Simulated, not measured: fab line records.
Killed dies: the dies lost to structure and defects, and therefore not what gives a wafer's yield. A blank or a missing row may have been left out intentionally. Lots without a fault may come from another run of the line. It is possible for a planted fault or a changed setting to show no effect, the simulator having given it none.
One fault through the eyes of 2 desks ; flow sky130 ; every desk sees just its own numbers, and what lay behind them comes last

== AT THE TOOL OWNER'S DESK: plasma asher-01 ==
The tool's own readings at SKY_SD_N_STRIP_11 (strips in O2/N2): means of the sampled wafers that have a number, for each lot that ran on this tool. Any lot whose mean is over 4 standard deviations away from the usual mean is out of limits and marked OUT; that distance is given in the brackets.
Columns: A = drypump motor current A at SKY_SD_N_STRIP_11, usual 5.7 A; B = oes product au at SKY_SD_N_STRIP_11, usual 0.528 a.u.; C = strip time to endpoint s at SKY_SD_N_STRIP_11, usual 22.55 s
lot;first seen here;A;B;C
L627;day 29 21:33;5.7;0.526;22.57
L635;day 32 06:44;5.8;0.530;22.56
L637;day 32 21:36;5.8;0.522;22.53
L642;day 34 08:10;5.7;0.455 (-17) OUT;-
This desk finds L642 out of limits, L642 being first, at day 34 08:10 (oes product au at SKY_SD_N_STRIP_11). Within limits: L627, L635, L637.

== METROLOGY DESK ==
Lot by lot, what the gauges showed, no matter which tool ran the lot: averages of those sampled wafers that carry a number. Any lot whose mean is over 4 standard deviations away from the usual mean is out of limits and marked OUT; that distance is given in the brackets.
Columns: A = LDD_N_OVL at SKY_LDD_N_OVL_MEAS_07, usual 0.6 nm; B = LDD_LDN_OVL at SKY_LDD_LDN_OVL_MEAS_07, usual -0.9 nm
lot;first seen here;A;B
L623;day 18 16:54;1.2;0.2
L624;day 18 21:29;0.4;-1.4
L626;day 19 14:07;1.4;-2.4
L627;day 19 21:18;2.5;-1.8
L628;day 20 03:17;1.0;0.0
L631;day 21 04:30;0.8;-0.9
L632;day 21 08:02;1.7;-1.4
L634;day 22 04:44;0.4;-0.1
L635;day 22 10:44;-0.1;-0.8
L637;day 23 04:19;0.1;-2.4
L638;day 23 11:41;-0.2;-2.3
L640;day 23 22:35;-0.1;-1.3
L642;day 24 17:49;1.0;-1.5
This desk found nothing out of limits on any of the 13 lots.

== ALL TOGETHER ==
The tool owner's desk had the chance to raise an alarm at day 34 08:10 on L642.
The metrology desk saw nothing out of limits.
The metrology desk holds a record of L642, inside its limits.
Of the lots named, all ran SKY_SD_N_STRIP_11 on plasma asher-01.

== WHAT THE SIMULATOR HAD PUT IN ==
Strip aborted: plasma asher-01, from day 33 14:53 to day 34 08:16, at SKY_SD_N_STRIP_11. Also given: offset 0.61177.
Struck lots among those shown: L642.
Delay in hours, fault start to first out-of-limits reading, by desk: the tool owner's desk at 17.
